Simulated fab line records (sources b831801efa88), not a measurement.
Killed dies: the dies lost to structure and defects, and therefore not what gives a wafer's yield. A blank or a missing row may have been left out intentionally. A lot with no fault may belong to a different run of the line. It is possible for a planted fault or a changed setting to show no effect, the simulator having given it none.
2 desks, one fault | flow gf180mcu | what lay behind the numbers comes last; until then each desk has only its own

FOR THE TOOL OWNER'S DESK: rie_diel-02
The tool's own readings at GF_STI_ETCH_13 (etches the open film in CHF3/O2, stops on Si, target depth 282.31 nm, time 112.9 s): means of the sampled wafers that have a number, for each lot that ran on this tool. The brackets show how far a lot's mean lies from the usual mean; more than 4 standard deviations puts the lot out of limits, marked OUT.
Columns: A = drypump_motor_current_A at GF_STI_ETCH_13, usual 5.4 A; B = oes_product_au at GF_STI_ETCH_13, usual 0.832 a.u.; C = throttle_valve_pct at GF_STI_ETCH_13, usual 8.809 %
lot  | first seen here | A   | B               | C
L518 | day 2 11:49     | 5.1 | 0.825           | 8.808
L519 | day 2 16:46     | 5.0 | 0.831           | 8.814
L523 | day 3 15:31     | 5.6 | 0.670 (-28) OUT | 8.761 (-5.7) OUT
L524 | day 3 18:13     | 5.5 | 0.676 (-27) OUT | 8.764 (-5.3) OUT
L538 | day 6 18:34     | 5.8 | 0.838           | 8.809
Finding of this desk: L523, L524 out of limits; the first was L523 at day 3 15:31, on oes_product_au at GF_STI_ETCH_13. L518, L519, L538: within limits.

AT THE METROLOGY DESK
Lot by lot, what the gauges showed, no matter which tool ran the lot: averages of those sampled wafers that carry a number. The brackets show how far a lot's mean lies from the usual mean; more than 4 standard deviations puts the lot out of limits, marked OUT.
Columns: A = STI_OXIDATION_THK at GF_STI_THK_MEAS_02, usual 9.99 nm; B = CONTACT_CVD_02_THK at GF_CONTACT_THK_MEAS_03, usual 855 nm
lot  | first seen here | A     | B
L517 | day 1 16:31     | 10.00 | 854
L518 | day 1 21:31     | 9.78  | 857
L519 | day 2 02:31     | 9.44  | 868
L523 | day 3 00:34     | 9.62  | 869
L524 | day 3 03:31     | 10.17 | 852
L532 | day 4 19:31     | 10.31 | 847
L533 | day 5 00:53     | 10.26 | 856
L535 | day 5 10:32     | 10.05 | 862
L536 | day 5 16:48     | 9.98  | 859
L537 | day 5 20:31     | 10.04 | 853
L538 | day 6 01:31     | 9.88  | 858
L539 | day 6 07:09     | 10.09 | 845
This desk's finding: nothing out of limits on any of the 12 lots.

PUT TOGETHER
The tool owner's desk could have raised an alarm at day 3 15:31, on L523, L524.
The metrology desk saw nothing out of limits.
The metrology desk has L523, L524 on record, within its limits.
On rie_diel-02, each named lot ran GF_STI_ETCH_13.

WHAT HAD BEEN PUT IN BY THE SIMULATOR
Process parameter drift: rie_diel-02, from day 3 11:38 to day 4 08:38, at GF_STI_ETCH_13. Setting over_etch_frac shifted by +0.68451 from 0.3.
Lots struck among those shown: L523, L524.
Delay in hours, fault start to first out-of-limits reading, by desk: the tool owner's desk at 4.
